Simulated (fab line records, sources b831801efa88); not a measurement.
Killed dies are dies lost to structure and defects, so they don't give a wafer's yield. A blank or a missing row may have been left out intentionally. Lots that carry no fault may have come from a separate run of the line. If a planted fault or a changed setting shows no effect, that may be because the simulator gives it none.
What tool caused it? ; flow gf180mcu ; 12 lots with 36 wafers sampled at 4 steps, on a route of 602 steps

## WHAT EACH GAUGE READ, for each wafer
GF_VT_IMPLANT_OVL_MEAS_18. Usual: for VT_IMPLANT_01_OVL the level is -0.5 nm and the standard deviation is 1.2.
lot;measured;on;VT_IMPLANT_01_OVL (nm);flag
L678;day 6 05:55;overlay-01;-0.4 2.1 1.1;
L679;day 6 12:14;overlay-01;-0.8 0.0 0.2;
L680;day 6 22:46;overlay-02;0.8 0.0 0.2;
L681;day 7 02:05;overlay-01;-0.7 -1.2 -1.8;
L682;day 7 09:19;overlay-01;2.2 1.8 2.1;
L683;day 7 16:59;overlay-01;-0.7 -0.9 -2.4;
L684;day 7 23:23;overlay-02;-1.8 -0.7 -0.6;
L685;day 8 03:20;overlay-01;-2.2 -1.0 -3.2;
L694;day 10 11:41;overlay-02;-1.2 -0.4 -0.7;
L695;day 10 19:23;overlay-01;1.5 0.3 0.1;
L698;day 11 16:19;overlay-02;-1.3 -0.5 -0.4;
L701;day 12 15:23;overlay-01;-1.4 0.3 -0.4;

GF_POLY_GATE_THK_MEAS_01. Usual: for POLY_GATE_CVD_00_THK the level is 200.2 nm and the standard deviation is 2.1.
lot;measured;on;POLY_GATE_CVD_00_THK (nm);flag
L678;day 8 11:31;film-metro-03;200.4 198.5 197.9;
L679;day 8 18:27;film-metro-01;199.1 198.6 199.0;
L680;day 9 08:22;film-metro-03;199.0 200.3 200.1;
L681;day 9 11:31;film-metro-03;196.9 197.0 195.8;
L682;day 9 17:14;film-metro-01;202.5 203.7 204.3;
L683;day 10 02:17;film-metro-03;198.9 198.1 199.4;
L684;day 10 09:34;film-metro-01;200.5 202.4 199.6;
L685;day 10 13:52;film-metro-03;205.6 206.4 204.4;
L694;day 13 03:15;film-metro-04;198.4 198.7 199.2;
L695;day 13 11:50;film-metro-03;200.7 200.7 198.4;
L698;day 14 11:05;film-metro-01;199.6 198.4 199.1;
L701;day 15 14:55;film-metro-01;197.7 197.4 197.1;

GF_HV_LDD_CD_MEAS_19 targets a cd of 400 nm. Usual: cd-nm reads 399.8 nm (standard deviation 2.7).
lot;measured;on;cd-nm (nm);flag
L678;day 10 19:22;cd-sem-02;401.2 401.5 400.4;
L679;day 11 02:32;cd-sem-02;396.6 398.9 397.2;
L680;day 11 16:58;cd-sem-02;401.3 400.2 401.5;
L681;day 11 19:19;cd-sem-01;404.4 402.6 403.6;
L682;day 12 04:39;cd-sem-02;400.3 397.3 401.3;
L683;day 12 11:58;cd-sem-02;401.1 401.8 401.5;
L684;day 12 20:04;cd-sem-02;397.4 396.8 398.3;
L685;day 13 02:52;cd-sem-01;399.5 399.5 399.9;
L694;day 15 17:55;cd-sem-02;399.8 401.9 402.8;
L695;day 16 06:59;cd-sem-02;400.8 401.1 403.4;
L698;day 17 08:51;cd-sem-02;400.8 403.2 402.0;
L701;day 18 13:43;cd-sem-01;395.0 395.0 393.9;

## EACH LOT AND THE TOOL THAT RAN IT (in order: tool; ch and the chambers of the sampled wafers; start)
lot;GF_VT_IMPLANT_IMPLANT_08
L678;implanter-02 ch 0, day 5 15:38
L679;implanter-04 ch 0, day 5 21:01
L680;implanter-04 ch 0, day 6 07:21
L681;implanter-04 ch 0, day 6 11:23
L682;implanter-04 ch 0, day 6 18:17
L683;implanter-01 ch 0, day 7 01:12
L684;implanter-01 ch 0, day 7 07:47
L685;implanter-01 ch 0, day 7 10:36
L694;implanter-02 ch 0, day 9 17:30
L695;implanter-02 ch 0, day 10 00:26
L698;implanter-04 ch 0, day 10 21:07
L701;implanter-04 ch 0, day 11 19:38
- GF_VT_IMPLANT_IMPLANT_08

## WHAT THE TOOLS THEMSELVES READ (means of the sampled wafers that have a number; where no wafer has one, the mark that the record gives instead)
GF_VT_IMPLANT_IMPLANT_08. Usual: beam-energy-keV 20.000, standard deviation 0.006; beam-on-s 10.00 s, standard deviation 0.19.
lot;tool;beam-energy-keV;beam-on-s (s);flag
L678;implanter-02;20.007;9.75;
L679;implanter-04;20.002;10.12;
L680;implanter-04;19.993;10.25;
L681;implanter-04;19.998;10.11;
L682;implanter-04;20.002;9.94;
L683;implanter-01;20.003;9.99;
L684;implanter-01;20.003;10.08;
L685;implanter-01;19.995;9.86;
L694;implanter-02;19.768;9.97;OFF
L695;implanter-02;19.774;10.00;OFF
L698;implanter-04;20.001;10.06;
L701;implanter-04;20.000;9.96;

## THE ANSWER, worked out from the rows above alone
Rule: a lot counts as off when the mean over its wafers that have a number is more than 3 standard deviations away from the usual mean. A lot without any number at a reading at which 4 lots or more have one is off too. Any other lot the step has rows for is counted as sound. The gauges are gone through in route order, then the tools' own readings, and for those a lot's mean is taken as printed above. The first step at which some lot is off is used, and at that step the reading that is off furthest; a lot without a number counts as furthest.
Off, at GF_VT_IMPLANT_IMPLANT_08 on beam-energy-keV: L694, L695.
If a tool, at that step or one of the process steps before it, ran each lot that is off and ran no sound lot following the first of them, it fits. One candidate fits, namely implanter-02 at GF_VT_IMPLANT_IMPLANT_08. A fault onset in the window from L678 (day 5 15:38, its last sound lot) to L694 (day 9 17:30, its first lot off) fits.
On the lots that are off, the tool's own readings at GF_VT_IMPLANT_IMPLANT_08 differ by more than 5 times the standard deviation of the sound lots' means, which bears it out; beam-energy-keV reads 19.771 there versus 20.000 on the sound lots.

## WHAT THE SIMULATOR HAD PUT IN
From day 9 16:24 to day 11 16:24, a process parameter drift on implanter-02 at GF_VT_IMPLANT_IMPLANT_08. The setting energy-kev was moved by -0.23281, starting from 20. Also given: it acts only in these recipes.
Lots struck among those shown: L694, L695. Same finding as the rule above.
